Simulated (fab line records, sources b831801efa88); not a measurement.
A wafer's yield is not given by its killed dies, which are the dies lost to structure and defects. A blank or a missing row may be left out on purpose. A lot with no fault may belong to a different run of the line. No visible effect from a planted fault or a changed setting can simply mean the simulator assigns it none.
fab line records	flow sky130
[record] lots = 5	wafers = 15	lastDay = 50
route steps=708 shown PASSIVATION@681 PAD_OPEN@694
lots that met no fault: from a run of the same line without faults
startH: hours from the record's opening day to when the first of the lot's shown wafers began	waitH: hours since the lot's step before	" the same as in the row above	L1.1+2: a row that stands for several wafers	- no value present, or no start provided	* or withheld: withheld	< > ~ a bound
route shown NAME@n: NAME is a module with steps in the file, n the number in the route of the first one	usual: average and standard deviation across the fault-free wafers	same: alike in all rows	chamber/n: place in a boat	sites: readings site by site	_std_site: the values' standard deviation	_edge_site: outer sites' mean less inner sites'	radiusMm: how far each site lies from the wafer's centre	mask NAME#n: copy n	behind: the last tool/chamber to shape the wafer	hold: why the lot was held/for how many hours/how that ended	device: which transistor (n, p or np) failed to switch	end of line: tests run on the same wafers once the route is complete	a step with no rows: only its recipe	killed: dies lost to structure and defects at the first sort, not the wafer's yield	map: per-die view of a wafer (x killed, . not killed, _ where there is no die)
set.NAME: the setting as run; set.NAME@STEP: as run at that earlier step	model.NAME: the simulator's own value behind a step, which no gauge read
lots seen at some steps along the route; tables by step, rows by wafer
services: a tool's chamber out of use, with start hour (startH, from the record's first day; less than 0 if before it), hours out, and reason
[[steps]]
[step SKY_PASSIVATION_CVD_00]
[recipe] material = SiO2	targetThkNm = 90	tempC = 400	timeS = withheld	rfW = 600
[usual] heaterPowerW = 673/91
lot.wafer	tool	chamber	startH	waitH	heaterPowerW
L081.1	pecvd-02	2	1088.64	0.0	747
L081.3	"	2	"	"	752
L081.6	"	0	"	"	485
L090.2	pecvd-01	0	1137.66	0.0	714
L090.3	"	2	"	"	650
L090.6	"	0	"	"	715
L091.1	pecvd-01	2	1146.47	0.0	611
L091.3	"	0	"	"	773
L091.4	"	2	"	"	620
L094.3	pecvd-01	2	1158.34	0.0	643
L094.4	"	1	"	"	746
L094.5	"	2	"	"	649
L097.3	pecvd-03	2	1174.05	0.0	726
L097.4	"	0	"	"	829
L097.5	"	2	"	"	723
[step SKY_PASSIVATION_THK_MEAS_01]
[recipe] reads = SiO2_of_PASSIVATION_CVD_00
[usual] PASSIVATION_CVD_00_THK = 90.1/1.2
lot.wafer	tool	chamber	startH	waitH	PASSIVATION_CVD_00_THK[nm]
L081.1	filmMetro-03	-	1088.67	-	88.5
L081.3	"	-	"	"	89.1
L081.6	"	-	"	"	90.1
L090.2	filmMetro-01	-	1137.71	-	90.1
L090.3	"	-	"	"	91.8
L090.6	"	-	"	"	92.2
L091.1	filmMetro-01	-	1146.50	-	90.6
L091.3	"	-	"	"	92.1
L091.4	"	-	"	"	91.6
L094.3	filmMetro-03	-	1158.38	-	88.7
L094.4	"	-	"	"	91.4
L094.5	"	-	"	"	90.6
L097.3	filmMetro-03	-	1174.09	-	89.5
L097.4	"	-	"	"	89.9
L097.5	"	-	"	"	90.8
[step SKY_PASSIVATION_CVD_02]
[recipe] material = Si3N4	targetThkNm = 540	tempC = 400	timeS = withheld	rfW = 450
[usual] heaterPowerW = 707/94
lot.wafer	tool	chamber	startH	waitH	heaterPowerW
L081.1	pecvd-03	1	1088.73	0.1	636
L081.3	"	0	"	"	876
L081.6	"	0	"	"	888
L090.2	pecvd-02	1	1137.76	0.0	741
L090.3	"	2	"	"	703
L090.6	"	0	"	"	569
L091.1	pecvd-02	2	1146.56	0.1	745
L091.3	"	0	"	"	633
L091.4	"	2	"	"	792
L094.3	pecvd-01	2	1158.42	0.0	721
L094.4	"	2	"	"	715
L094.5	"	1	"	"	641
L097.3	pecvd-01	0	1174.13	0.0	804
L097.4	"	1	"	"	741
L097.5	"	0	"	"	672
[step SKY_PASSIVATION_THK_MEAS_03]
[recipe] reads = Si3N4_of_PASSIVATION_CVD_02
[usual] PASSIVATION_CVD_02_THK = 541/6.9
lot.wafer	tool	chamber	startH	waitH	PASSIVATION_CVD_02_THK[nm]
L081.1	filmMetro-02	-	1088.96	-	529
L081.3	"	-	"	"	540
L081.6	"	-	"	"	544
L090.2	filmMetro-03	-	1138.03	-	532
L090.3	"	-	"	"	545
L090.6	"	-	"	"	552
L091.1	filmMetro-03	-	1146.79	-	549
L091.3	"	-	"	"	546
L091.4	"	-	"	"	548
L094.3	filmMetro-01	-	1158.67	-	534
L094.4	"	-	"	"	545
L094.5	"	-	"	"	538
L097.3	filmMetro-02	-	1174.38	-	544
L097.4	"	-	"	"	545
L097.5	"	-	"	"	552
[step SKY_PASSIVATION_DEHYDRATE_04]
[recipe] tempC = 200	timeS = 60
[usual] heaterPowerTotalW = 160.37/0.13
lot.wafer	tool	chamber	startH	waitH	heaterPowerTotalW
L081.1	lithoTrack-03	0	1097.62	8.7	160.34
L081.3	"	0	"	"	160.43
L081.6	"	0	"	"	160.21
L090.2	lithoTrack-01	0	1146.79	8.8	160.24
L090.3	"	0	"	"	160.47
L090.6	"	0	"	"	160.25
L091.1	lithoTrack-04	0	1155.55	8.8	160.53
L091.3	"	0	"	"	160.59
L091.4	"	0	"	"	160.29
L094.3	lithoTrack-04	0	1166.95	8.3	160.27
L094.4	"	0	"	"	160.26
L094.5	"	0	"	"	160.18
L097.3	lithoTrack-03	0	1181.57	7.2	160.31
L097.4	"	0	"	"	160.17
L097.5	"	0	"	"	160.31
[step SKY_PASSIVATION_HMDS_05]
[recipe] primeTimeS = 60	primeTempC = 120
[usual] primeTempC = 120.00/0.13
lot.wafer	tool	chamber	startH	waitH	primeTempC
L081.1	lithoTrack-03	0	1097.77	0.1	120.06
L081.3	"	0	"	"	120.13
L081.6	"	0	"	"	120.01
L090.2	lithoTrack-01	0	1146.94	0.1	119.81
L090.3	"	0	"	"	119.97
L090.6	"	0	"	"	120.17
L091.1	lithoTrack-04	0	1155.70	0.1	119.93
L091.3	"	0	"	"	119.98
L091.4	"	0	"	"	119.82
L094.3	lithoTrack-04	0	1167.10	0.1	120.16
L094.4	"	0	"	"	120.01
L094.5	"	0	"	"	119.95
L097.3	lithoTrack-03	0	1181.72	0.1	120.11
L097.4	"	0	"	"	119.99
L097.5	"	0	"	"	120.04
[step SKY_PASSIVATION_COAT_06]
[recipe] spinRpm = 2000	resistThkNm = 3000
lot.wafer	tool	chamber	startH	waitH
L081.1+3+6	lithoTrack-03	0	1097.92	0.1
L090.2+3+6	lithoTrack-01	0	1147.09	0.1
L091.1+3+4	lithoTrack-04	0	1155.85	0.1
L094.3+4+5	lithoTrack-04	0	1167.25	0.1
L097.3+4+5	lithoTrack-03	0	1181.87	0.1
[step SKY_PASSIVATION_SOFTBAKE_07]
[recipe] tempC = 110	timeS = withheld
[usual] heaterPowerTotalW = 65.33/0.14
lot.wafer	tool	chamber	startH	waitH	heaterPowerTotalW
L081.1	lithoTrack-03	0	1098.07	0.1	65.44
L081.3	"	0	"	"	65.10
L081.6	"	0	"	"	65.37
L090.2	lithoTrack-01	0	1147.25	0.1	65.48
L090.3	"	0	"	"	65.50
L090.6	"	0	"	"	65.43
L091.1	lithoTrack-04	0	1156.00	0.1	65.05
L091.3	"	0	"	"	65.34
L091.4	"	0	"	"	65.31
L094.3	lithoTrack-04	0	1167.42	0.1	65.18
L094.4	"	0	"	"	65.10
L094.5	"	0	"	"	65.33
L097.3	lithoTrack-03	0	1182.04	0.1	65.16
L097.4	"	0	"	"	65.18
L097.5	"	0	"	"	65.37
[step SKY_PASSIVATION_EXPOSE_08]
[recipe] maskId = NSM	targetCdNm = 3000	na = 0.57	doseMj = 260
lot.wafer	tool	chamber	startH	waitH	mask
L081.1+3+6	ilineStepper-01	0	-	-	NSM#0
L090.2+3+6	ilineStepper-02	0	-	-	NSM#0
L091.1+3+4	ilineStepper-02	0	-	-	NSM#0
L094.3+4+5	ilineStepper-01	0	-	-	NSM#0
L097.3+4+5	ilineStepper-02	0	-	-	NSM#0
[step SKY_PASSIVATION_PEB_09]
[recipe] tempC = 115	timeS = withheld
[usual] heaterPowerTotalW = 69.33/0.13
lot.wafer	tool	chamber	startH	waitH	heaterPowerTotalW
L081.1	lithoTrack-03	0	-	-	69.32
L081.3	"	0	"	"	69.42
L081.6	"	0	"	"	69.33
L090.2	lithoTrack-01	0	-	-	69.40
L090.3	"	0	"	"	69.09
L090.6	"	0	"	"	69.25
L091.1	lithoTrack-04	0	-	-	69.55
L091.3	"	0	"	"	69.18
L091.4	"	0	"	"	69.50
L094.3	lithoTrack-04	0	-	-	69.43
L094.4	"	0	"	"	69.16
L094.5	"	0	"	"	69.42
L097.3	lithoTrack-03	0	-	-	69.54
L097.4	"	0	"	"	69.57
L097.5	"	0	"	"	69.22
[step SKY_PASSIVATION_DEVELOP_10]
[recipe] developTimeS = 60	devTempC = 23
[usual] developerTempC = 23.00/0.094
lot.wafer	tool	chamber	startH	waitH	developerTempC
L081.1	lithoTrack-03	0	-	-	22.89
L081.3	"	0	"	"	22.91
L081.6	"	0	"	"	22.82
L090.2	lithoTrack-01	0	-	-	22.92
L090.3	"	0	"	"	23.06
L090.6	"	0	"	"	22.97
L091.1	lithoTrack-04	0	-	-	22.94
L091.3	"	0	"	"	23.14
L091.4	"	0	"	"	23.04
L094.3	lithoTrack-04	0	-	-	23.01
L094.4	"	0	"	"	22.88
L094.5	"	0	"	"	23.19
L097.3	lithoTrack-03	0	-	-	23.04
L097.4	"	0	"	"	23.04
L097.5	"	0	"	"	22.99
[step SKY_PASSIVATION_ETCH_11]
[recipe] chemistry = CF4/O2	targetDepthNm = 725	stopOn = AlCu	sourceW = 800	biasW = 150	pressureMtorr = 150	cf4FlowSccm = 80	O2_flow_sccm = 10	timeS = 161.1
[usual] drypumpMotorCurrentA = 5.8/0.44	oesProductAu = 0.979/0.0072	throttleValvePct = 5.965/0.0091
lot.wafer	tool	chamber	startH	waitH	drypumpMotorCurrentA	oesProductAu	rfHoursCounterH	throttleValvePct
L081.1	rieDiel-04	1	1109.32	-	6.3	0.970	20	5.957
L081.3	"	2	"	"	5.7	0.969	15	5.961
L081.6	"	2	"	"	5.7	0.978	-	5.950
L090.2	rieDiel-04	0	1156.31	-	5.7	0.977	22	5.961
L090.3	"	2	"	"	5.7	0.976	17	5.961
L090.6	"	0	"	"	5.7	0.990	-	5.965
L091.1	rieDiel-01	2	1164.15	-	6.3	0.986	14	5.964
L091.3	"	1	"	"	5.5	0.981	9	5.956
L091.4	"	3	"	"	5.5	0.987	9	5.959
L094.3	rieDiel-04	1	1175.75	-	6.3	0.977	22	5.965
L094.4	"	2	"	"	5.7	0.981	18	5.947
L094.5	"	1	"	"	6.2	0.974	-	5.969
L097.3	rieDiel-04	2	1191.07	-	5.7	0.974	18	5.959
L097.4	"	3	"	"	5.9	0.968	14	5.964
L097.5	"	2	"	"	5.7	0.986	-	5.970
[step SKY_PASSIVATION_STRIP_12]
[recipe] chemistry = O2/N2	powerW = 1400	pressureMtorr = 1500	platenTempC = withheld	overashFraction = 0.7	o2FlowSccm = 3000	n2FlowSccm = 300
[usual] drypumpMotorCurrentA = 5.7/0.49	oesProductAu = 0.660/0.0044	stripTimeToEndpointS = 31.43/0.16
lot.wafer	tool	chamber	startH	waitH	drypumpMotorCurrentA	oesProductAu	rfHoursCounterH	stripTimeToEndpointS
L081.1	plasmaAsher-01	0	1109.43	0.1	6.2	0.665	100	31.41
L081.3	"	1	"	"	5.4	0.665	-	31.30
L081.6	"	0	"	"	6.2	0.661	-	31.33
L090.2	plasmaAsher-02	1	1156.42	0.1	4.9	0.653	76	31.24
L090.3	"	1	"	"	4.9	0.661	-	31.31
L090.6	"	1	"	"	4.9	0.665	-	31.33
L091.1	plasmaAsher-02	0	1164.26	0.1	5.9	0.659	76	31.63
L091.3	"	0	"	"	5.9	0.673	-	31.53
L091.4	"	1	"	"	4.9	0.661	-	31.35
L094.3	plasmaAsher-02	0	1175.89	0.1	5.9	0.657	-	31.39
L094.4	"	1	"	"	4.9	0.657	-	31.43
L094.5	"	1	"	"	4.9	0.662	-	31.49
L097.3	plasmaAsher-02	1	1191.21	0.1	4.9	0.663	-	31.36
L097.4	"	0	"	"	5.8	0.655	-	31.51
L097.5	"	1	"	"	4.9	0.658	-	31.21
[step SKY_PAD_OPEN_DEHYDRATE_00]
[recipe] tempC = 200	timeS = 60
[usual] heaterPowerTotalW = 160.36/0.12
lot.wafer	tool	chamber	startH	waitH	heaterPowerTotalW
L081.1	lithoTrack-04	0	1117.10	7.6	160.25
L081.3	"	0	"	"	160.25
L081.6	"	0	"	"	160.23
L090.2	lithoTrack-01	0	1164.54	8.1	160.22
L090.3	"	0	"	"	160.43
L090.6	"	0	"	"	160.31
L091.1	lithoTrack-01	0	1172.96	8.7	160.45
L091.3	"	0	"	"	160.39
L091.4	"	0	"	"	160.29
L094.3	lithoTrack-04	0	1183.20	7.3	160.45
L094.4	"	0	"	"	160.54
L094.5	"	0	"	"	160.23
L097.3	lithoTrack-01	0	1198.06	6.8	160.43
L097.4	"	0	"	"	160.27
L097.5	"	0	"	"	160.39
[step SKY_PAD_OPEN_HMDS_01]
[recipe] primeTimeS = 60	primeTempC = 120
[usual] primeTempC = 119.98/0.14
lot.wafer	tool	chamber	startH	waitH	primeTempC
L081.1	lithoTrack-04	0	1117.25	0.1	119.66
L081.3	"	0	"	"	119.87
L081.6	"	0	"	"	119.86
L090.2	lithoTrack-01	0	1164.69	0.1	120.05
L090.3	"	0	"	"	119.78
L090.6	"	0	"	"	120.00
L091.1	lithoTrack-01	0	1173.11	0.1	120.25
L091.3	"	0	"	"	120.39
L091.4	"	0	"	"	120.07
L094.3	lithoTrack-04	0	1183.35	0.1	119.91
L094.4	"	0	"	"	119.97
L094.5	"	0	"	"	119.93
L097.3	lithoTrack-01	0	1198.21	0.1	119.94
L097.4	"	0	"	"	120.15
L097.5	"	0	"	"	120.06
[step SKY_PAD_OPEN_COAT_02]
[recipe] spinRpm = 2000	resistThkNm = 2941
lot.wafer	tool	chamber	startH	waitH
L081.1+3+6	lithoTrack-04	0	1117.40	0.1
L090.2+3+6	lithoTrack-01	0	1164.84	0.1
L091.1+3+4	lithoTrack-01	0	1173.26	0.1
L094.3+4+5	lithoTrack-04	0	1183.50	0.1
L097.3+4+5	lithoTrack-01	0	1198.36	0.1
[step SKY_PAD_OPEN_SOFTBAKE_03]
[recipe] tempC = 110	timeS = withheld
[usual] heaterPowerTotalW = 65.33/0.13
lot.wafer	tool	chamber	startH	waitH	heaterPowerTotalW
L081.1	lithoTrack-04	0	1117.55	0.1	65.46
L081.3	"	0	"	"	65.34
L081.6	"	0	"	"	65.45
L090.2	lithoTrack-01	0	1165.00	0.1	65.36
L090.3	"	0	"	"	65.36
L090.6	"	0	"	"	65.35
L091.1	lithoTrack-01	0	1173.41	0.1	65.09
L091.3	"	0	"	"	65.31
L091.4	"	0	"	"	65.44
L094.3	lithoTrack-04	0	1183.67	0.1	65.14
L094.4	"	0	"	"	65.37
L094.5	"	0	"	"	65.18
L097.3	lithoTrack-01	0	1198.53	0.1	65.17
L097.4	"	0	"	"	65.22
L097.5	"	0	"	"	65.25
[step SKY_PAD_OPEN_EXPOSE_04]
[recipe] maskId = PDM	targetCdNm = 60000	na = 0.57	doseMj = 260
lot.wafer	tool	chamber	startH	waitH	mask
L081.1+3+6	ilineStepper-01	0	-	-	PDM#0
L090.2+3+6	ilineStepper-01	0	-	-	PDM#0
L091.1+3+4	ilineStepper-01	0	-	-	PDM#0
L094.3+4+5	ilineStepper-01	0	-	-	PDM#0
L097.3+4+5	ilineStepper-01	0	-	-	PDM#0
[step SKY_PAD_OPEN_PEB_05]
[recipe] tempC = 115	timeS = withheld
[usual] heaterPowerTotalW = 69.33/0.13
lot.wafer	tool	chamber	startH	waitH	heaterPowerTotalW
L081.1	lithoTrack-01	0	-	-	69.18
L081.3	"	0	"	"	69.23
L081.6	"	0	"	"	69.48
L090.2	lithoTrack-04	0	-	-	69.33
L090.3	"	0	"	"	69.12
L090.6	"	0	"	"	69.30
L091.1	lithoTrack-04	0	-	-	69.09
L091.3	"	0	"	"	69.28
L091.4	"	0	"	"	69.41
L094.3	lithoTrack-04	0	-	-	69.12
L094.4	"	0	"	"	69.19
L094.5	"	0	"	"	69.48
L097.3	lithoTrack-04	0	-	-	69.40
L097.4	"	0	"	"	69.20
L097.5	"	0	"	"	69.39
[step SKY_PAD_OPEN_DEVELOP_06]
[recipe] developTimeS = 60	devTempC = 23
[usual] developerTempC = 23.01/0.096
lot.wafer	tool	chamber	startH	waitH	developerTempC
L081.1	lithoTrack-01	0	-	-	23.02
L081.3	"	0	"	"	23.02
L081.6	"	0	"	"	23.09
L090.2	lithoTrack-04	0	-	-	22.98
L090.3	"	0	"	"	23.08
L090.6	"	0	"	"	22.87
L091.1	lithoTrack-04	0	-	-	23.07
L091.3	"	0	"	"	23.03
L091.4	"	0	"	"	23.00
L094.3	lithoTrack-04	0	-	-	22.90
L094.4	"	0	"	"	23.06
L094.5	"	0	"	"	22.91
L097.3	lithoTrack-04	0	-	-	23.16
L097.4	"	0	"	"	23.12
L097.5	"	0	"	"	23.08
[step SKY_PAD_OPEN_ETCH_07]
[recipe] chemistry = CF4/O2	targetDepthNm = 725	stopOn = AlCu	sourceW = 800	biasW = 150	pressureMtorr = 150	cf4FlowSccm = 80	O2_flow_sccm = 10	timeS = 161.1
[usual] drypumpMotorCurrentA = 5.5/0.46	oesProductAu = 0.978/0.0071	throttleValvePct = 5.965/0.0088
lot.wafer	tool	chamber	startH	waitH	drypumpMotorCurrentA	oesProductAu	rfHoursCounterH	throttleValvePct
L081.1	rieDiel-03	0	1129.36	-	4.9	0.978	28	5.959
L081.3	"	1	"	"	5.0	0.971	22	5.976
L081.6	"	1	"	"	5.0	0.967	-	5.971
L090.2	rieDiel-03	1	1174.40	-	5.0	0.969	24	5.976
L090.3	"	3	"	"	5.5	0.986	16	5.969
L090.6	"	2	"	"	5.8	0.985	-	5.969
L091.1	rieDiel-03	2	1181.20	-	5.8	0.988	8	5.970
L091.3	"	0	"	"	5.0	0.991	31	5.971
L091.4	"	1	"	"	5.0	0.970	25	5.979
L094.3	rieDiel-04	0	1192.50	-	5.7	0.979	23	5.972
L094.4	"	3	"	"	5.9	0.972	14	5.976
L094.5	"	0	"	"	5.6	0.972	-	5.983
L097.3	rieDiel-03	2	1206.75	-	5.8	0.975	9	5.971
L097.4	"	3	"	"	5.6	0.986	17	5.959
L097.5	"	1	"	"	5.0	0.974	-	5.967
[step SKY_PAD_OPEN_STRIP_08]
[recipe] chemistry = O2/N2	powerW = 1400	pressureMtorr = 1500	platenTempC = withheld	overashFraction = 0.7	o2FlowSccm = 3000	n2FlowSccm = 300
[usual] drypumpMotorCurrentA = 5.6/0.45	oesProductAu = 0.663/0.0041	stripTimeToEndpointS = 36.38/0.09
lot.wafer	tool	chamber	startH	waitH	drypumpMotorCurrentA	oesProductAu	rfHoursCounterH	stripTimeToEndpointS
L081.1	plasmaAsher-01	1	1129.47	0.1	5.5	0.660	101	36.42
L081.3	"	0	"	"	6.3	0.673	-	36.46
L081.6	"	0	"	"	6.3	0.659	-	36.36
L090.2	plasmaAsher-01	0	1174.51	0.1	6.3	0.660	106	36.37
L090.3	"	0	"	"	6.3	0.654	-	36.48
L090.6	"	1	"	"	5.4	0.662	-	36.51
L091.1	plasmaAsher-02	1	1181.31	0.1	4.9	0.657	78	36.44
L091.3	"	1	"	"	4.9	0.662	-	36.34
L091.4	"	0	"	"	5.8	0.669	-	36.44
L094.3	plasmaAsher-03	0	1192.64	0.1	5.5	0.667	-	36.49
L094.4	"	1	"	"	6.0	0.664	-	36.58
L094.5	"	1	"	"	6.0	0.670	-	36.45
L097.3	plasmaAsher-02	0	1206.89	0.1	5.8	0.665	-	36.38
L097.4	"	1	"	"	4.9	0.660	-	36.39
L097.5	"	1	"	"	4.9	0.653	-	36.39
[step SKY_PAD_OPEN_STRIP_09]
[recipe] chemistry = postEtchResidueRemover	timeS = 1200	tempC = 72.5
[usual] bathGuardTempC = 72.4/0.59	bathHeatDutyPct = 13.9/1.5
lot.wafer	tool	chamber	startH	waitH	bathGuardTempC	bathHeatDutyPct
L081.1	wetBench-02	0	1129.57	0.1	72.5	13.7
L081.3	"	0	"	"	72.2	15.7
L081.6	"	0	"	"	72.4	13.7
L090.2	wetBench-04	1	1174.61	0.1	73.0	15.7
L090.3	"	1	"	"	73.1	14.5
L090.6	"	1	"	"	73.1	15.4
L091.1	wetBench-04	0	1181.41	0.1	71.9	15.1
L091.3	"	0	"	"	72.1	15.4
L091.4	"	0	"	"	72.3	14.8
L094.3	wetBench-02	0	1192.71	0.0	72.1	14.0
L094.4	"	0	"	"	72.3	16.2
L094.5	"	0	"	"	71.8	13.4
L097.3	wetBench-03	1	1206.96	0.0	72.1	12.9
L097.4	"	1	"	"	72.0	12.9
L097.5	"	1	"	"	71.3	12.9
[step SKY_PAD_OPEN_CLEAN_10]
[recipe] chemistry = IPA	timeS = 180	tempC = 25
[usual] bathHeatDutyPct = 6.4/0.7
lot.wafer	tool	chamber	startH	waitH	bathHeatDutyPct
L081.1	wetBench-02	1	1129.94	0.0	6.7
L081.3	"	1	"	"	6.8
L081.6	"	1	"	"	7.5
L090.2	wetBench-03	1	1175.08	0.1	5.4
L090.3	"	1	"	"	5.4
L090.6	"	1	"	"	6.3
L091.1	wetBench-03	0	1181.75	0.0	7.3
L091.3	"	0	"	"	7.1
L091.4	"	0	"	"	7.0
L094.3	wetBench-04	2	1193.05	0.0	6.8
L094.4	"	2	"	"	7.4
L094.5	"	2	"	"	7.2
L097.3	wetBench-04	3	1207.30	0.0	7.7
L097.4	"	3	"	"	6.8
L097.5	"	3	"	"	7.1
[step SKY_PAD_OPEN_CLEAN_11]
[recipe] chemistry = O3/DIW	dry = n2Spin
lot.wafer	tool	chamber	startH	waitH
L081.1+3+6	wetBench-02	0	1130.01	0.0
L090.2+3+6	wetBench-03	1	1175.23	0.1
L091.1+3+4	wetBench-02	2	1181.81	0.0
L094.3+4+5	wetBench-02	2	1193.11	0.0
L097.3+4+5	wetBench-02	3	1207.36	0.0
[step SKY_PAD_OPEN_ANNEAL_12]
[recipe] tempC = 403.2	timeS = withheld	ambient = N2/H2	idleTempC = 300	rampUpCPerMin = 8	rampDownCPerMin = 4
[usual] spikeTcCentreC = 403.1/1.5	spikeTcTopC = 433.2/1.1	zonePowerBottomPct = 6.0/0.4	zonePowerUpperPct = 4.60/0.25
lot.wafer	tool	chamber	startH	waitH	spikeTcCentreC	spikeTcTopC	zonePowerBottomPct	zonePowerUpperPct
L081.1	furnace-02	0	1130.11	0.0	401.5	433.5	5.7	4.82
L081.3	"	0	"	"	402.9	433.4	5.8	4.81
L081.6	"	0	"	"	400.9	433.5	5.6	4.79
L090.2	furnace-01	0	1175.32	0.0	404.1	434.4	6.4	4.23
L090.3	"	0	"	"	403.8	434.3	6.4	4.33
L090.6	"	0	"	"	404.7	434.5	6.4	4.31
L091.1	furnace-02	0	1181.90	0.0	402.3	432.2	5.6	4.82
L091.3	"	0	"	"	402.2	431.0	5.6	4.76
L091.4	"	0	"	"	402.0	434.8	5.7	4.85
L094.3	furnace-01	0	1193.20	0.0	404.4	433.8	6.5	4.30
L094.4	"	0	"	"	404.6	434.6	6.4	4.36
L094.5	"	0	"	"	403.5	433.2	6.5	4.37
L097.3	furnace-02	0	1207.46	0.0	402.5	432.7	5.7	4.74
L097.4	"	0	"	"	401.8	432.7	5.7	4.79
L097.5	"	0	"	"	401.6	433.6	5.6	4.80
[step SKY_PAD_OPEN_BOW_MEAS_13]
[recipe] mode = bow
[usual] PAD_OPEN_BOW = 45/8.8
lot.wafer	tool	chamber	startH	waitH	PAD_OPEN_BOW[um]
L081.1	filmMetro-04	-	1131.61	-	63
L081.3	"	-	"	"	60
L081.6	"	-	"	"	38
L090.2	filmMetro-01	-	1176.84	-	52
L090.3	"	-	"	"	50
L090.6	"	-	"	"	46
L091.1	filmMetro-01	-	1183.40	-	30
L091.3	"	-	"	"	44
L091.4	"	-	"	"	32
L094.3	filmMetro-01	-	1194.74	-	52
L094.4	"	-	"	"	49
L094.5	"	-	"	"	53
L097.3	filmMetro-02	-	1209.00	-	51
L097.4	"	-	"	"	43
L097.5	"	-	"	"	52
[[services]]
tool	chamber	startH	hours	kind
rieDiel-01	0	1070.76	4.6	repair
pecvd-02	-	1071.12	0.7	repair
plasmaAsher-01	-	1076.77	6.7	repair
plasmaAsher-01	-	1083.45	10.2	pm
furnace-01	-	1087.10	2.8	pm
furnace-02	-	1090.25	3.1	pm
ilineStepper-02	-	1093.96	1.7	pm
rieDiel-04	1	1095.84	2.7	repair
pecvd-01	2	1100.04	7.8	repair
pecvd-02	1	1119.54	8.8	repair
pecvd-03	-	1120.55	14.6	pm
furnace-01	-	1126.05	4.4	pm
plasmaAsher-02	-	1129.03	0.5	repair
pecvd-03	-	1135.15	6.0	pm
pecvd-01	1	1137.45	15.2	repair
pecvd-03	-	1144.67	7.0	repair
pecvd-01	1	1152.86	4.2	repair
ilineStepper-02	-	1164.10	0.7	repair
rieDiel-01	-	1166.54	24.8	repair
pecvd-03	1	1177.69	3.7	repair
pecvd-01	0	1180.62	-	clean
pecvd-01	0	1180.62	-	consumableReplace:showerhead
ilineStepper-01	-	1205.33	2.8	repair
pecvd-01	-	1205.92	0.8	pm
[[key]]
fault none
